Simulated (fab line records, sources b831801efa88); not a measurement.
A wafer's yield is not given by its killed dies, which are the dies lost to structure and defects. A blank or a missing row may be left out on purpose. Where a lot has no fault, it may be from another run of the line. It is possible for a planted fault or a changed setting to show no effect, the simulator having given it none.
Struck lot and sound lot, side by side ; flow gf180mcu ; 16 out of 602 route steps
Sound: these wafers, L618.4, L618.5, L618.6. Wafers L633.3, L633.4, L633.5 were the ones struck. Last of all comes the cause.
For every step that has rows: the tool of each side, followed by ch and its chambers, followed by its first start. Under that, the readings that differ: sound wafers ; struck wafers ; difference of the means ; sigmas: that difference in standard deviations of wafers without a fault.
alike: a reading whose means differ by less than 2 such deviations, as well as words and numbers matching on both sides. not compared: withheld readings; readings where some wafer has no value; bounds like >300 that might hide an equal value; numbers whose values overlap and for which the record gives no deviation.
The two part at a step that has a row with sigmas, a row that says differs or no value, or rows on one side only. Numbers that don't overlap but have no deviation are shown without sigmas and don't part them. A reading missing from all wafers of one side parts the sides only when that side holds two or more wafers.

GF_NSD_CD_MEAS_07: the cd target is 400 nm.
  sound on cd-sem-01, day 15 20:08; struck on cd-sem-01, day 21 00:19
  alike: cd-nm
GF_NSD_OVL_MEAS_08:
  sound on overlay-02, day 15 20:13; struck on overlay-01, day 21 00:24
  alike: NSD_OVL
then, 2 steps without rows for these wafers: GF_NSD_IMPLANT_09; GF_NSD_IMPLANT_10.
GF_NSD_STRIP_11: strips in O2/N2.
  sound on plasma-asher-02 ch 0,1, day 15 20:34; struck on plasma-asher-04 ch 0,1, day 21 00:46
  alike: drypump-motor-current-A, heater-power-w, n2-flow-sccm, oes-product-au, platen-temp-c, strip-time-to-endpoint-s
  not compared: rf-hours-counter-h
GF_NSD_TW_MEAS_12:
  sound on film-metro-01, day 15 20:40; struck on film-metro-04, day 21 00:51
reading;sound;struck;difference;sigmas
NSD_TW;4264 4273 4259;4175 4152 4179;-97;-2
then, 6 steps without rows for these wafers: GF_PSD_DEHYDRATE_00 (time 60 s); GF_PSD_HMDS_01 (prime time 60 s); GF_PSD_COAT_02 (resist thk 1000 nm); GF_PSD_SOFTBAKE_03 (time 60 s); GF_PSD_EXPOSE_04 (exposes mask Pplus, target cd 400 nm); GF_PSD_PEB_05.
GF_PSD_DEVELOP_06: develop time 60 s.
  sound on litho-track-04 ch 0, day 16 18:21; struck on litho-track-01 ch 0, day 22 00:32
  alike: exhaust-pa
GF_PSD_CD_MEAS_07: the cd target is 400 nm.
  sound on cd-sem-02, day 16 18:29; struck on cd-sem-01, day 22 00:40
reading;sound;struck;difference;sigmas
cd-nm (nm);398.5 400.3 400.5;404.7 407.6 407.8;+6.9;+3
GF_PSD_OVL_MEAS_08:
  sound on overlay-01, day 16 18:34; struck on overlay-02, day 22 00:46
  alike: PSD_OVL
GF_PASSIVATION_PROBE_99:
  sound wafers here have rows in the record (prober-01, day 31 04:53); struck ones have none

== WHERE THEY PART ==
Earliest at GF_NSD_TW_MEAS_12; latest, in this record, at GF_PASSIVATION_PROBE_99.

WHY: what had been put in by the simulator
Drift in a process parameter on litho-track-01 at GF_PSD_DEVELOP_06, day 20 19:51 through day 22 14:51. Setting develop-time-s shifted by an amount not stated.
